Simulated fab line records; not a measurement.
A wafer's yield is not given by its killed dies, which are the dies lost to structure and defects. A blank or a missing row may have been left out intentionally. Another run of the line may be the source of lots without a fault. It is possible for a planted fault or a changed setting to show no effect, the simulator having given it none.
Comparing a struck lot with a sound one    flow sky130    15 steps out of a route of 708
Sound: wafers L507.1, L507.3, L507.5. Struck: wafers L520.2, L520.3, L520.4. At the end, the cause is stated.
For every step that has rows: the tool of each side, followed by ch and its chambers, followed by its first start. Under that, the readings that differ: sound wafers    struck wafers    difference of the means    sigmas: that difference in standard deviations of wafers without a fault.
alike: same words and numbers on both sides, and readings whose means sit less than 2 such deviations apart. not compared: any withheld reading, any reading some wafer has no value for, any bound like >300 that may hide the same value, and any number with overlapping values for which the record gives no deviation.
A row with sigmas, a row that says differs or no value, or rows on one side alone: a step with any of these is where the two part. When numbers do not overlap yet have no deviation, they are printed without sigmas and do not part them. A reading that every wafer of one side lacks parts them only if that side has two wafers or more.

SKY_VT_ADJUST_HVTP_OVL_MEAS_08:
  struck on overlay-01, day 10 17:34; sound on overlay-02, day 7 21:47
  alike: VT_ADJUST_HVTP_OVL
after that, 1 step had no rows for these wafers: SKY_VT_ADJUST_HVTP_IMPLANT_09.
SKY_VT_ADJUST_HVTP_STRIP_10: strips in O2/N2.
  sound on plasma-asher-04 ch 1, day 7 21:59; struck on plasma-asher-02 ch 0,1, day 10 17:44
  alike: drypump-motor-current-A, oes-product-au, strip-time-to-endpoint-s
  not compared: rf-hours-counter-h
SKY_VT_ADJUST_HVTP_TW_MEAS_11:
  struck on film-metro-04, day 10 17:51; sound on film-metro-04, day 7 22:05
  alike: VT_ADJUST_HVTP_TW
then, 7 steps without rows for these wafers: SKY_VT_ADJUST_LVTN_DEHYDRATE_00 (time 60 s); SKY_VT_ADJUST_LVTN_HMDS_01 (prime time 60 s); SKY_VT_ADJUST_LVTN_COAT_02 (resist thk 3000 nm); SKY_VT_ADJUST_LVTN_SOFTBAKE_03; SKY_VT_ADJUST_LVTN_EXPOSE_04 (exposes mask NWM COMPLEMENT LESS NATIVE, target cd 840 nm); SKY_VT_ADJUST_LVTN_PEB_05; SKY_VT_ADJUST_LVTN_DEVELOP_06 (develop time 60 s).
SKY_VT_ADJUST_LVTN_OVL_MEAS_07:
  struck on overlay-01, day 11 18:14; sound on overlay-02, day 8 17:29
  alike: VT_ADJUST_LVTN_OVL
SKY_VT_ADJUST_LVTN_IMPLANT_08:
  sound on implanter-03 ch 0, day 8 17:31; struck on implanter-01 ch 0, day 11 18:17
reading        sound                            struck                           difference   sigmas
dose-ions-cm2  1.5693e+12 1.5688e+12 1.568e+12  1.4976e+12 1.4964e+12 1.498e+12  -7.1367e+10  -45
SKY_VT_ADJUST_LVTN_STRIP_09: strips in O2/N2.
  sound on plasma-asher-04 ch 0,1, day 8 17:40; struck on plasma-asher-02 ch 0,1, day 11 18:25
  alike: drypump-motor-current-A, oes-product-au, strip-time-to-endpoint-s
  not compared: rf-hours-counter-h
-- a jump in the record: the struck wafers' starts before and after are 39 days apart (it breaks off in module VT_ADJUST_LVTN and resumes in module PAD_OPEN, where the first step shown is number 708 of the route) --
SKY_PAD_OPEN_PROBE_99:
  struck on prober-02, day 50 12:00; sound on prober-01, day 48 03:05
  alike: killed_at_M0_to_M3, killed_at_M4_up, killed-at-contacts, killed-at-front-end, killed-at-other, killed-dies, killed-on-rim, killed-open, killed-short

## WHERE THEY PART
Only at SKY_VT_ADJUST_LVTN_IMPLANT_08, as far as this record shows. Later steps at which nothing parts them and some readings are alike: SKY_VT_ADJUST_LVTN_STRIP_09, SKY_PAD_OPEN_PROBE_99.

WHY: what the simulator had put in
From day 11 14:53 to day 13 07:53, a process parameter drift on implanter-01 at SKY_VT_ADJUST_LVTN_IMPLANT_08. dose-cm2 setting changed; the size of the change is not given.
